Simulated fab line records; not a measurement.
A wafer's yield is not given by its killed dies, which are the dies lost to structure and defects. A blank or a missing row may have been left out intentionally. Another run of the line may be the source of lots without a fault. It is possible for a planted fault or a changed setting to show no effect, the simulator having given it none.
Problem report in the 8D (eight disciplines) form, filled by code / flow gf180mcu / the parts of the form that need people (team, actions taken, sign-off) are left out

1. THE PROBLEM
At GF_V1_STRIP_18, chamberPressureMTorr averages 1799.5 mTorr over 6 wafers from 2 lots, while fault-free wafers read 1499.9 mTorr, standard deviation 1.3. So: +99 or more standard deviations from the usual mean.
The step: strips in O2/N2.
The first sign was on wafer L788.2 at day 22 13:57, on plasmaAsher-03. Wafers with a number at this step in the record: 39, from 13 lots. Rule for "out", or "out of limits": more than 4 standard deviations from the usual mean. Any other wafer with a number is counted as sound.

2. WHAT THIS IS AND IS NOT
question=which readings at this step | is=chamberPressureMTorr | is not=drypumpMotorCurrentA, oesProductAu
question=which lots | is=L788, L791 | is not=L777, L778, L779, L780, L781, L783, L784, L785, L787, L795, L798
question=which wafers of those lots | is=all that have a number | is not=-
question=read on which tools | is=plasmaAsher-03 | is not=plasmaAsher-02, plasmaAsher-04
question=when | is=from day 22 13:57 | is not=up to then (27 sound wafers); but 6 sound wafers of L795, L798 came after

3. WHAT RULES OUT EACH SUSPECT
Counting: a tool at any process step up to the reading remains a suspect when it ran all the lots that are out and ran no sound lot after the first of those.
- pvdSputter-04 at GF_CONTACT_SPUTTER_23 (material TiN, target thk 10 nm, time 40 s): ruled out as a lasting fault. Following L788 (day 20 11:56), the first lot on it that is out, the sound lots L798 were run on it.
- plasmaAsher-03 at GF_V1_STRIP_18 (strips in O2/N2): kept. All lots that are out passed through it, beginning with L788 at day 22 13:57, and no sound lot followed; its final sound lot before that point was L787 at day 22 06:02. On those wafers its own readings are out: chamberPressureMTorr.
The count leaves plasmaAsher-03 at GF_V1_STRIP_18.

4. THE CAUSE (what the simulator had put in)
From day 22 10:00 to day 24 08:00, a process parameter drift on plasmaAsher-03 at GF_V1_STRIP_18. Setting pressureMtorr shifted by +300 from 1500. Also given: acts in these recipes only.
After counting, this tool was the only one left.

5. SEQUENCE OF EFFECTS, ordered by route
Rows list readings where the struck wafers' mean (over those with a number) sits beyond 3 standard deviations from the usual. Scope: only readings with a usual standard deviation given in the record; hours: median across lots of the time from each lot's start at the first step in this table that gives one to its start at this step; sigmas: change in usual standard deviations.
hours=0; step=GF_V1_STRIP_18; reading=chamberPressureMTorr; usual=1499.9 mTorr; on struck wafers=1799.5; change=+299.5; sigmas=+99 or more
The process steps in it:
- GF_V1_STRIP_18: strips in O2/N2.

6. HOW IT WOULD HAVE BEEN CAUGHT EARLIER
In this record the first reading out of limits was taken at day 22 13:57, 4 hours after the fault began at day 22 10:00.
